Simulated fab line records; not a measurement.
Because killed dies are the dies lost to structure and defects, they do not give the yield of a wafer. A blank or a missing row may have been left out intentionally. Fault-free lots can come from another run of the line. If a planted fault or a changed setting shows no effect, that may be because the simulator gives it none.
fab line records    flow sky130
record lots=6  wafers=18  last-day=50
route steps=708 shown VT_ADJUST_PCH@148 SONOS_TUNNEL@154
lots that met no fault: taken from a fault-free run of the same line
start-h: start of the lot's first displayed wafer, in hours after the record's first day    wait-h: hours elapsed since this lot's preceding step    " unchanged from the row above    L1.1+2: several wafers, shown together as one row    - either no value or no given start    * or withheld: withheld    < > ~ a bound
route shown NAME@n: a module of which the file shows steps, and the number in the route of the first    usual: mean and standard deviation over wafers with no fault    same: alike in all rows    chamber/n: place in a boat    sites: per-site readings    _std_site: their standard deviation    _edge_site: outer sites' mean less inner sites'    radius-mm: for every site, how far away it sits from the centre of the wafer    mask NAME#n: copy n    behind: the most recent tool/chamber to have shaped the wafer    hold: what put the lot on hold/how long, in hours/how the hold closed    device: the n, p or np transistor that did not switch    end of line: at the end of the route, the tests of the same wafers    a step without rows: its recipe alone    killed: dies that structure and defects cost at the first sort, which is not the same as the wafer's yield    map: per-die view of a wafer (x killed, . not killed, _ where there is no die)
set.NAME: the setting as run; set.NAME@STEP: as run at that earlier step    model.NAME: the simulator's own value behind a step, which no gauge read
lots at selected steps of the route; one table per step, one row per wafer
services: from which hour (start-h, from the record's first day; less than 0 if before it) a tool's chamber was out of use, for how many hours, and why
## steps
# step SKY_VT_ADJUST_PCH_PEB_05
# recipe temp-c=115  time-s=withheld
# step SKY_VT_ADJUST_PCH_DEVELOP_06
# recipe wall-angle-deg=90  developer=TMAH  develop-time-s=60  dev-temp-c=23
# step SKY_VT_ADJUST_PCH_OVL_MEAS_07
# usual VT_ADJUST_PCH_OVL=-0.4/1.6
lot.wafer  tool        chamber  start-h  wait-h  VT_ADJUST_PCH_OVL[nm]
L689.1     overlay-01  -        264.10   -       0.1
L689.4     "           -        "        "       -1.4
L689.6     "           -        "        "       -0.9
L690.1     overlay-01  -        266.94   -       -2.5
L690.4     "           -        "        "       -2.9
L690.5     "           -        "        "       -1.5
L691.3     overlay-02  -        274.17   -       -0.3
L691.5     "           -        "        "       0.0
L691.6     "           -        "        "       2.3
L699.1     overlay-01  -        335.47   -       -1.9
L699.3     "           -        "        "       -2.8
L699.4     "           -        "        "       -2.7
L700.2     overlay-01  -        343.43   -       0.8
L700.3     "           -        "        "       1.4
L700.5     "           -        "        "       0.1
L704.2     overlay-02  -        369.09   -       0.1
L704.4     "           -        "        "       0.7
L704.5     "           -        "        "       0.0
# step SKY_VT_ADJUST_PCH_IMPLANT_08
# recipe species=B  energy-kev=10  dose-cm2=5e+11  tilt-deg=withheld
# step SKY_VT_ADJUST_PCH_STRIP_09
# recipe chemistry=O2/N2  power-w=1400  pressure-mtorr=1500  platen-temp-c=withheld  o2-flow-sccm=3000  n2-flow-sccm=300  overash-fraction=0.5
# usual drypump-motor-current-A=6.0/0.54  n2-flow-sccm=300.0/0.88  oes-product-au=0.722/0.0044  strip-time-to-endpoint-s=36.90/0.13
lot.wafer  tool             chamber  start-h  wait-h  drypump-motor-current-A  n2-flow-sccm  oes-product-au  rf-hours-counter-h  strip-time-to-endpoint-s
L689.1     plasma-asher-04  0        264.29   0.1     6.6                      298.2         0.716           58                  36.87
L689.4     "                1        "        "       5.8                      300.6         0.718           -                   36.94
L689.6     "                1        "        "       5.8                      300.2         0.721           -                   36.92
L690.1     plasma-asher-01  1        267.13   0.1     5.8                      300.5         0.720           15                  36.74
L690.4     "                0        "        "       6.7                      299.5         0.722           -                   36.81
L690.5     "                0        "        "       6.6                      299.3         0.721           -                   36.80
L691.3     plasma-asher-02  0        274.37   0.1     5.0                      301.0         0.716           -                   36.94
L691.5     "                0        "        "       5.0                      301.2         0.722           -                   37.06
L691.6     "                1        "        "       6.0                      301.1         0.725           -                   36.99
L699.1     plasma-asher-02  0        335.66   0.1     5.0                      298.7         0.721           52                  36.93
L699.3     "                0        "        "       5.0                      299.8         0.727           -                   36.94
L699.4     "                1        "        "       6.1                      299.4         0.727           -                   37.02
L700.2     plasma-asher-04  0        343.61   0.1     6.6                      301.1         0.719           65                  36.86
L700.3     "                0        "        "       6.6                      300.3         0.722           -                   36.76
L700.5     "                0        "        "       6.6                      301.5         0.726           -                   36.82
L704.2     plasma-asher-04  0        369.27   0.1     6.6                      301.3         0.727           68                  36.91
L704.4     "                0        "        "       6.6                      300.2         0.725           -                   36.90
L704.5     "                1        "        "       5.8                      299.0         0.728           -                   36.95
# step SKY_VT_ADJUST_PCH_TW_MEAS_10
# usual VT_ADJUST_PCH_TW=143.0/1.7
lot.wafer  tool           chamber  start-h  wait-h  VT_ADJUST_PCH_TW
L689.1     film-metro-03  -        264.39   0.1     143.9
L689.4     "              -        "        "       143.4
L689.6     "              -        "        "       143.4
L690.1     film-metro-01  -        267.23   0.1     141.8
L690.4     "              -        "        "       141.9
L690.5     "              -        "        "       142.3
L691.3     film-metro-03  -        274.46   0.1     143.6
L691.5     "              -        "        "       143.9
L691.6     "              -        "        "       143.1
L699.1     film-metro-01  -        335.76   0.1     141.1
L699.3     "              -        "        "       140.6
L699.4     "              -        "        "       141.2
L700.2     film-metro-03  -        343.72   0.1     144.8
L700.3     "              -        "        "       144.2
L700.5     "              -        "        "       144.4
L704.2     film-metro-01  -        369.38   0.1     141.2
L704.4     "              -        "        "       141.4
L704.5     "              -        "        "       140.8
# step SKY_SONOS_TUNNEL_DEHYDRATE_00
# recipe temp-c=200  time-s=60
# step SKY_SONOS_TUNNEL_HMDS_01
# recipe prime-time-s=60  prime-temp-c=120
# step SKY_SONOS_TUNNEL_COAT_02
# recipe resist=NOVOLAK  spin-rpm=3000  resist-thk-nm=1140
# step SKY_SONOS_TUNNEL_SOFTBAKE_03
# recipe temp-c=90  time-s=60  resist=NOVOLAK
# step SKY_SONOS_TUNNEL_EXPOSE_04
# recipe mask-id=TUNM  na=0.6  source-shape=conventional  sigma-outer=0.6  polarization=unpolarized  target-cd-nm=410  dose-mj=136
# step SKY_SONOS_TUNNEL_PEB_05
# recipe temp-c=withheld  time-s=*  resist=NOVOLAK
# step SKY_SONOS_TUNNEL_DEVELOP_06
# recipe resist=NOVOLAK  developer=TMAH  develop-time-s=60  dev-temp-c=23
# usual chill-plate-temp-C=22.98/0.11  develop-time-s=60/0
lot.wafer  tool            chamber  start-h  wait-h  chill-plate-temp-C  develop-time-s
L689.1     litho-track-02  0        288.70   0.1     23.15               60
L689.4     "               0        "        "       23.10               60
L689.6     "               0        "        "       23.08               60
L690.1     litho-track-04  -        291.57   0.1     -                   -
L690.4     "               -        "        "       -                   -
L690.5     "               -        "        "       -                   -
L691.3     litho-track-02  -        299.20   0.1     -                   -
L691.5     "               -        "        "       -                   -
L691.6     "               -        "        "       -                   -
L699.1     litho-track-02  0        361.85   0.1     22.88               60
L699.3     "               0        "        "       22.94               60
L699.4     "               0        "        "       22.84               60
L700.2     litho-track-01  0        371.36   0.1     23.01               60
L700.3     "               0        "        "       22.94               60
L700.5     "               0        "        "       23.04               60
L704.2     litho-track-02  0        397.48   0.1     23.04               60
L704.4     "               0        "        "       23.09               60
L704.5     "               0        "        "       23.00               60
# step SKY_SONOS_TUNNEL_CD_MEAS_07
# recipe target-cd-nm=410
# usual cd-nm=410.2/2.2
lot.wafer  tool       chamber  start-h  wait-h  cd-nm
L689.1     cd-sem-01  -        288.85   0.1     407.9
L689.4     "          -        "        "       407.0
L689.6     "          -        "        "       406.4
L690.1     cd-sem-02  -        291.72   0.1     -
L690.4     "          -        "        "       -
L690.5     "          -        "        "       -
L691.3     cd-sem-01  -        299.34   0.1     -
L691.5     "          -        "        "       -
L691.6     "          -        "        "       -
L699.1     cd-sem-01  -        362.00   0.1     410.7
L699.3     "          -        "        "       410.2
L699.4     "          -        "        "       411.0
L700.2     cd-sem-01  -        371.51   0.1     409.0
L700.3     "          -        "        "       411.0
L700.5     "          -        "        "       408.9
L704.2     cd-sem-02  -        397.62   0.1     410.5
L704.4     "          -        "        "       410.2
L704.5     "          -        "        "       411.7
## services
tool             chamber  start-h  hours  kind
plasma-asher-01  -        255.79   0.8    repair
plasma-asher-01  -        257.47   2.8    pm
## key
first-sign step=SKY_SONOS_TUNNEL_DEVELOP_06  reading=tool-record  direction=missing
effect none on later readings
met-at SKY_SONOS_TUNNEL_DEVELOP_06
struck-wafers L690.1,L690.4,L690.5,L691.3,L691.5,L691.6
later-rows-left-out L690.1,L690.4,L690.5,L691.3,L691.5,L691.6
sort-left-out L690.1,L690.4,L690.5,L691.3,L691.5,L691.6
tester-left-out L690,L691
onset-between 288.70 291.57
fault kind=skipped-step-whole  tool=litho-track-02,litho-track-04  chamber=-  onset-h=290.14  steps=SKY_SONOS_TUNNEL_DEVELOP_06  scope=struck-lots-only
# tester-left-out: of these lots the tester's yield and bins aren't shown, on N5 and GAA mostly nor the transistor test; their killed dies are dies lost to structure and defects alone, not to doping, threshold or leakage, so they don't give the yield
# sort-left-out: the simulated sort isn't trusted on such a fault, so these wafers' sort isn't shown, and their yield isn't known
# later-rows-left-out: the simulator's readings of these wafers behind a module that went badly wrong aren't trusted and aren't shown, but for the sort
